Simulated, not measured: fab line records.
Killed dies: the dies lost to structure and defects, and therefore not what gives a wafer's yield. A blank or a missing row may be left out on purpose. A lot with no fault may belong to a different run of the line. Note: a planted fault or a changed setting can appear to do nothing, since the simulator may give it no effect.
fab line records	flow sky130
record lots=12	wafers=36	last_day=50
route steps=708 shown METAL2@486 METAL4@633 VIA4@652 PASSIVATION@681 PAD_OPEN@708
lots that met no fault: taken from a fault-free run of the same line
start_h: hours from the record's first day to the start of the lot's first wafer shown	wait_h: hours from the lot's prior step to this one	" unchanged from the row above	L1.1+2: a single row standing in for several wafers	- no value present, or no start provided	* or withheld: withheld	< > ~ a bound
route shown NAME@n: NAME is a module with steps in the file, n the number in the route of the first one	usual: the fault-free wafers' mean and standard deviation	same: alike in all rows	chamber/n: place in a boat	sites: the reading at each site	_std_site: the standard deviation of these	_edge_site: the outer-site mean with the inner-site mean subtracted	radius_mm: how far each site lies from the wafer's centre	mask NAME#n: copy n	behind: tool/chamber where the wafer was last shaped	hold: reason for holding the lot/hours on hold/outcome of the hold	device: transistor that didn't switch, given as n, p or np	end of line: tests run on the same wafers once the route is complete	for a step that has no rows: nothing shown but its recipe	killed: at the first sort, the dies lost to defects and structure; wafer yield is something else	map: dies across one wafer; x = killed, . = not, _ = none there
set.NAME: the run value of the setting; set.NAME@STEP: its run value at that earlier step	model.NAME: the simulator's own value behind a step, which no gauge read
one table for each step of the route and one row for each wafer, over a sample of lots
services: from which hour (start_h, from the record's first day; less than 0 if before it) a tool's chamber was out of use, for how many hours, and why
## steps
# step SKY_METAL2_SPUTTER_03
# recipe material=Ti	target_thk_nm=5	power_w=3000	time_s=3.208	chamber_pressure_pa=0.4
# usual throttle_valve_pct=30.2/1.3
lot.wafer	tool	chamber	start_h	wait_h	throttle_valve_pct
L378.1	pvd_sputter-01	-	811.42	0.0	32.1
L378.3	"	-	"	"	30.1
L378.5	"	-	"	"	31.4
L379.2	pvd_sputter-01	-	819.72	0.0	32.0
L379.4	"	-	"	"	32.3
L379.5	"	-	"	"	32.4
L380.1	pvd_sputter-03	-	826.16	0.0	29.5
L380.3	"	-	"	"	29.0
L380.4	"	-	"	"	30.2
L381.3	pvd_sputter-02	-	827.93	0.0	28.2
L381.4	"	-	"	"	28.6
L381.5	"	-	"	"	28.3
L383.1	pvd_sputter-01	-	853.97	0.0	32.1
L383.4	"	-	"	"	30.2
L383.5	"	-	"	"	30.0
L385.3	pvd_sputter-01	-	869.37	0.0	31.6
L385.4	"	-	"	"	32.1
L385.6	"	-	"	"	31.6
L386.1	pvd_sputter-01	-	877.56	0.0	32.5
L386.2	"	-	"	"	31.9
L386.6	"	-	"	"	29.9
L388.1	pvd_sputter-02	-	880.46	0.0	28.5
L388.5	"	-	"	"	28.5
L388.6	"	-	"	"	28.5
L391.1	pvd_sputter-02	-	906.27	0.0	28.6
L391.2	"	-	"	"	28.5
L391.5	"	-	"	"	28.5
L392.2	pvd_sputter-02	-	918.25	0.0	28.2
L392.3	"	-	"	"	30.3
L392.4	"	-	"	"	29.6
L396.2	pvd_sputter-01	-	947.06	0.0	32.2
L396.5	"	-	"	"	31.8
L396.6	"	-	"	"	31.8
L397.2	pvd_sputter-01	-	949.77	0.0	31.9
L397.3	"	-	"	"	32.4
L397.4	"	-	"	"	30.2
# step SKY_METAL4_ETCH_17
# recipe target=SiO2	stop_on=TiN	chemistry=C4F8/O2/Ar	source_w=1500	bias_w=1200	pressure_mtorr=40	c4f8_flow_sccm=withheld	O2_flow_sccm=6	Ar_flow_sccm=300	time_s=3.9	target_depth_a=150
# usual chamber_pressure_mTorr=39.99/0.033	oes_product_au=0.755/0.0075
lot.wafer	tool	chamber	start_h	wait_h	chamber_pressure_mTorr	oes_product_au	rf_hours_counter_h
L378.1	rie_diel-03	1	997.02	0.1	39.99	0.739	8
L378.3	"	0	"	"	39.97	0.748	16
L378.5	"	1	"	"	39.94	0.751	-
L379.2	rie_diel-02	2	1004.05	0.1	39.99	0.756	10
L379.4	"	0	"	"	39.97	0.753	0
L379.5	"	1	"	"	39.98	0.749	-
L380.1	rie_diel-03	0	1009.52	0.1	39.99	0.751	16
L380.3	"	2	"	"	40.02	0.743	23
L380.4	"	0	"	"	40.01	0.753	-
L381.3	rie_diel-02	2	1010.00	0.1	39.99	0.762	10
L381.4	"	1	"	"	39.99	0.759	5
L381.5	"	0	"	"	40.01	0.749	-
L383.1	rie_diel-01	0	1034.37	0.1	40.04	0.740	22
L383.4	"	3	"	"	40.05	0.749	-
L383.5	"	2	"	"	40.02	0.753	-
L385.3	rie_diel-03	0	1046.02	0.0	40.01	0.760	17
L385.4	"	1	"	"	39.99	0.749	-
L385.6	"	0	"	"	39.98	0.764	-
L386.1	rie_diel-03	3	1053.82	0.1	39.98	0.755	9
L386.2	"	1	"	"	40.01	0.753	9
L386.6	"	0	"	"	39.99	0.771	-
L388.1	rie_diel-02	3	1056.82	0.1	39.98	0.750	15
L388.5	"	2	"	"	40.02	0.759	-
L388.6	"	1	"	"	39.92	0.763	-
L391.1	rie_diel-01	3	1078.27	0.1	40.02	0.751	14
L391.2	"	1	"	"	40.05	0.750	1
L391.5	"	1	"	"	40.03	0.765	-
L392.2	rie_diel-03	0	1087.64	0.1	39.97	0.755	18
L392.3	"	1	"	"	39.99	0.759	10
L392.4	"	2	"	"	40.02	0.781	1
L396.2	rie_diel-01	1	1111.85	0.1	40.00	0.760	2
L396.5	"	2	"	"	39.98	0.758	-
L396.6	"	3	"	"	40.08	0.764	-
L397.2	rie_diel-03	2	1113.22	0.1	39.93	0.750	1
L397.3	"	3	"	"	39.98	0.755	10
L397.4	"	1	"	"	39.96	0.749	11
# step SKY_VIA4_STRIP_13
# recipe chemistry=O2/N2	power_w=1400	pressure_mtorr=1500	platen_temp_c=withheld	o2_flow_sccm=3000	n2_flow_sccm=300	overash_fraction=0.5
# usual chamber_pressure_mTorr=1500.0/1.4	drypump_motor_current_A=5.7/0.48	oes_product_au=0.709/0.005	strip_time_to_endpoint_s=12.82/0.034
lot.wafer	tool	chamber	start_h	wait_h	chamber_pressure_mTorr	drypump_motor_current_A	oes_product_au	rf_hours_counter_h	strip_time_to_endpoint_s
L378.1	plasma_asher-04	0	1021.44	-	1501.2	5.2	0.715	121	12.87
L378.3	"	0	"	"	1496.2	5.2	0.714	-	12.91
L378.5	"	0	"	"	1499.4	5.2	0.708	-	12.90
L379.2	plasma_asher-02	1	1027.98	-	1500.6	6.5	0.712	29	12.89
L379.4	"	0	"	"	1499.7	6.3	0.709	-	12.80
L379.5	"	0	"	"	1499.9	6.2	0.711	-	12.79
L380.1	plasma_asher-04	1	1033.98	-	1499.2	5.7	0.707	122	12.80
L380.3	"	1	"	"	1498.4	5.7	0.709	-	12.82
L380.4	"	0	"	"	1500.2	5.2	0.708	-	12.78
L381.3	plasma_asher-02	1	1034.57	-	1499.8	6.5	0.710	-	12.85
L381.4	"	0	"	"	1498.9	6.2	0.705	-	12.80
L381.5	"	1	"	"	1502.3	6.5	0.709	-	12.76
L383.1	plasma_asher-03	1	1057.69	-	1502.2	5.7	0.700	60	12.82
L383.4	"	1	"	"	1499.9	5.7	0.703	-	12.85
L383.5	"	1	"	"	1499.5	5.7	0.709	-	12.79
L385.3	plasma_asher-02	0	1068.47	-	1499.4	6.3	0.707	-	12.82
L385.4	"	1	"	"	1498.9	6.5	0.701	-	12.84
L385.6	"	0	"	"	1499.1	6.3	0.710	-	12.79
L386.1	plasma_asher-02	0	1076.24	-	1498.6	6.2	0.709	34	12.80
L386.2	"	1	"	"	1500.8	6.5	0.705	34	12.78
L386.6	"	1	"	"	1499.2	6.5	0.711	-	12.76
L388.1	plasma_asher-04	1	1079.39	-	1501.1	5.7	0.695	1	12.79
L388.5	"	0	"	"	1501.1	5.2	0.709	-	12.80
L388.6	"	1	"	"	1498.5	5.7	0.712	-	12.80
L391.1	plasma_asher-04	0	1100.08	-	1497.6	5.2	0.706	2	12.79
L391.2	"	1	"	"	1500.9	5.7	0.721	2	12.82
L391.5	"	0	"	"	1500.1	5.2	0.712	-	12.82
L392.2	plasma_asher-03	0	1109.14	-	1498.6	5.2	0.711	66	12.82
L392.3	"	0	"	"	1501.3	5.2	0.706	-	12.89
L392.4	"	1	"	"	1499.3	5.7	0.707	-	12.81
L396.2	plasma_asher-02	1	1132.13	-	1500.0	6.5	0.702	40	12.80
L396.5	"	0	"	"	1498.9	6.3	0.707	-	12.91
L396.6	"	1	"	"	1499.4	6.5	0.700	-	12.84
L397.2	plasma_asher-04	1	1134.14	-	1501.9	5.7	0.707	5	12.81
L397.3	"	1	"	"	1497.7	5.7	0.716	-	12.84
L397.4	"	0	"	"	1499.7	5.2	0.702	-	12.82
# step SKY_PASSIVATION_CVD_00
# recipe material=SiO2	target_thk_nm=90	temp_c=400	time_s=withheld	rf_w=600
# usual heater_power_w=646/79
lot.wafer	tool	chamber	start_h	wait_h	heater_power_w
L378.1	pecvd-04	0	1046.40	0.0	486
L378.3	"	2	"	"	681
L378.5	"	1	"	"	651
L379.2	pecvd-04	0	1052.02	0.0	591
L379.4	"	0	"	"	571
L379.5	"	1	"	"	641
L380.1	pecvd-01	1	1058.18	0.0	758
L380.3	"	0	"	"	653
L380.4	"	1	"	"	757
L381.3	pecvd-02	2	1058.72	0.0	612
L381.4	"	1	"	"	572
L381.5	"	2	"	"	597
L383.1	pecvd-02	2	1081.43	0.0	606
L383.4	"	1	"	"	546
L383.5	"	0	"	"	527
L385.3	pecvd-04	1	1091.74	0.0	615
L385.4	"	2	"	"	746
L385.6	"	0	"	"	594
L386.1	pecvd-02	2	1098.96	0.0	574
L386.2	"	0	"	"	551
L386.6	"	1	"	"	538
L388.1	pecvd-01	1	1102.53	0.0	765
L388.5	"	0	"	"	786
L388.6	"	2	"	"	658
L391.1	pecvd-04	0	1122.13	0.0	606
L391.2	"	1	"	"	685
L391.5	"	0	"	"	644
L392.2	pecvd-04	2	1131.97	0.0	702
L392.3	"	1	"	"	688
L392.4	"	2	"	"	715
L396.2	pecvd-01	0	1154.69	0.0	784
L396.5	"	1	"	"	664
L396.6	"	2	"	"	729
L397.2	pecvd-02	2	1155.18	0.0	594
L397.3	"	0	"	"	574
L397.4	"	0	"	"	576
# step SKY_PAD_OPEN_PROBE_99
# usual defect_limited_yield=82.2/1.9	killed_at_M0_to_M3=43/6.3	killed_at_M4_up=3.3/1.7	killed_at_contacts=24/5.4	killed_at_front_end=16/4.6	killed_at_other=0.4/0.7	killed_dies=87/9.4	killed_open=47/6.9	killed_short=39/6.1	sort_bin_3_pad_short=0.9/0.45	sort_bin_5_function=10.6/1.5	sort_bin_6_memory=6.3/1.2	sort_n_pass=405/9.4	sort_yield_pct=82.2/1.9
# same gross_dies=492	killed_at_back_side=0	sort_bin_4_leakage[%]=0	sort_bin_8_speed[%]=0
lot.wafer	tool	chamber	start_h	wait_h	defect_limited_yield[%]	killed_at_M0_to_M3	killed_at_M4_up	killed_at_contacts	killed_at_front_end	killed_at_other	killed_dies	killed_open	killed_short	sort_bin_3_pad_short[%]	sort_bin_5_function[%]	sort_bin_6_memory[%]	sort_n_pass	sort_yield_pct[%]
L385.3	prober-02	-	1134.71	0.2	71.5	94	2	28	13	3	140	56	38	1.8	17.3	9.3	352	71.5
L385.4	prober-02	-	1134.76	0.2	76.4	72	3	26	14	1	116	52	35	0.8	15.9	6.9	376	76.4
L385.6	prober-02	-	1134.86	0.2	72.8	91	2	30	11	0	134	50	43	1.6	18.7	6.9	358	72.8
L386.1	prober-02	-	1140.31	0.1	75.6	75	1	21	22	1	120	47	37	3.0	15.4	5.9	372	75.6
L386.2	prober-02	-	1140.36	0.1	73.8	78	2	25	22	2	129	53	36	2.4	17.1	6.7	363	73.8
L386.6	prober-02	-	1140.56	0.2	74.8	80	3	26	13	2	124	38	38	3.5	15.9	5.9	368	74.8
# killed by level:class
L385.3 METAL2:unspecified=46 VIA1:geometric_particle:open=11 CONTACT:geometric_particle:open=10 VIA2:geometric_particle:open=10 METAL1:geometric_particle:short=8 VIA3:geometric_particle:open=7 LOCAL_INTERCONNECT:geometric_particle:short=5 CONTACT:geometric_particle:short=5
L385.4 METAL2:unspecified=29 VIA1:geometric_particle:open=11 LI_CONTACT:geometric_particle:open=10 VIA2:geometric_particle:open=7 VIA3:geometric_particle:open=7 CONTACT:geometric_particle:open=6 CONTACT:geometric_particle:short=5 VIA1:geometric_particle:short=4
L385.6 METAL2:unspecified=41 CONTACT:geometric_particle:open=13 VIA1:geometric_particle:open=11 CONTACT:geometric_particle:short=9 VIA2:geometric_particle:short=8 VIA2:geometric_particle:open=8 VIA3:geometric_particle:open=6 LOCAL_INTERCONNECT:geometric_particle:short=5
L386.1 METAL2:unspecified=35 VIA1:geometric_particle:open=10 CONTACT:geometric_particle:open=8 FIELD_ISO:geometric_particle:open=6 LI_CONTACT:geometric_particle:open=6 METAL1:geometric_particle:short=6 VIA3:geometric_particle:open=6 POLY_GATE:geometric_particle:short=5
L386.2 METAL2:unspecified=39 VIA2:geometric_particle:open=11 LI_CONTACT:geometric_particle:open=9 VIA3:geometric_particle:open=9 CONTACT:geometric_particle:open=7 VIA1:geometric_particle:open=7 FIELD_ISO:geometric_particle:short=5 POLY_GATE:geometric_particle:short=5
L386.6 METAL2:unspecified=45 CONTACT:geometric_particle:open=10 LOCAL_INTERCONNECT:geometric_particle:short=7 LI_CONTACT:geometric_particle:open=6 VIA1:geometric_particle:open=6 FIELD_ISO:geometric_particle:open=5 VIA1:geometric_particle:short=5 VIA3:geometric_particle:short=4
## services
tool	chamber	start_h	hours	kind
pecvd-02	1	795.71	19.4	repair
plasma_asher-02	-	801.16	1.8	repair
plasma_asher-04	-	838.84	1.2	repair
pvd_sputter-01	-	874.15	2.3	repair
pecvd-02	0	904.39	4.4	repair
pecvd-04	-	923.31	2.8	pm
rie_diel-03	1	945.25	7.9	repair
pecvd-04	-	947.63	0.7	repair
pvd_sputter-01	-	1003.49	7.4	repair
rie_diel-03	1	1007.15	3.2	repair
pvd_sputter-01	-	1011.39	7.3	repair
rie_diel-03	0	1016.72	8.5	repair
rie_diel-03	3	1027.59	5.9	repair
pvd_sputter-02	-	1043.98	5.8	repair
plasma_asher-04	-	1055.34	9.0	pm
pvd_sputter-02	-	1073.47	2.4	repair
pvd_sputter-02	-	1079.52	3.3	repair
rie_diel-03	-	1081.92	3.2	repair
plasma_asher-04	-	1082.18	1.8	repair
plasma_asher-04	-	1084.24	11.4	repair
rie_diel-03	-	1118.55	2.8	pm
pecvd-04	-	1135.89	0.7	repair
pecvd-04	0	1138.52	25.8	repair
plasma_asher-04	-	1147.74	28.1	pm
## key
first_sign step=SKY_PAD_OPEN_PROBE_99	reading=killed_at_M0_to_M3	direction=up	sigmas=6.1	usual=43	struck=82
effect step=SKY_PAD_OPEN_PROBE_99	reading=sort_n_pass	direction=down	sigmas=4.2	usual=405	struck=365
met_at SKY_METAL2_SPUTTER_03
struck_lots L385,L386
not_acting_at SKY_METAL4_ETCH_17,SKY_VIA4_STRIP_13,SKY_PASSIVATION_CVD_00
onset_between 853.97 869.37
fault kind=chamber_particle_source	tool=pvd_sputter-01	chamber=-	onset_h=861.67	steps=SKY_METAL2_SPUTTER_03	rate_per_visit_cm2=0.53476	end_h=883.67
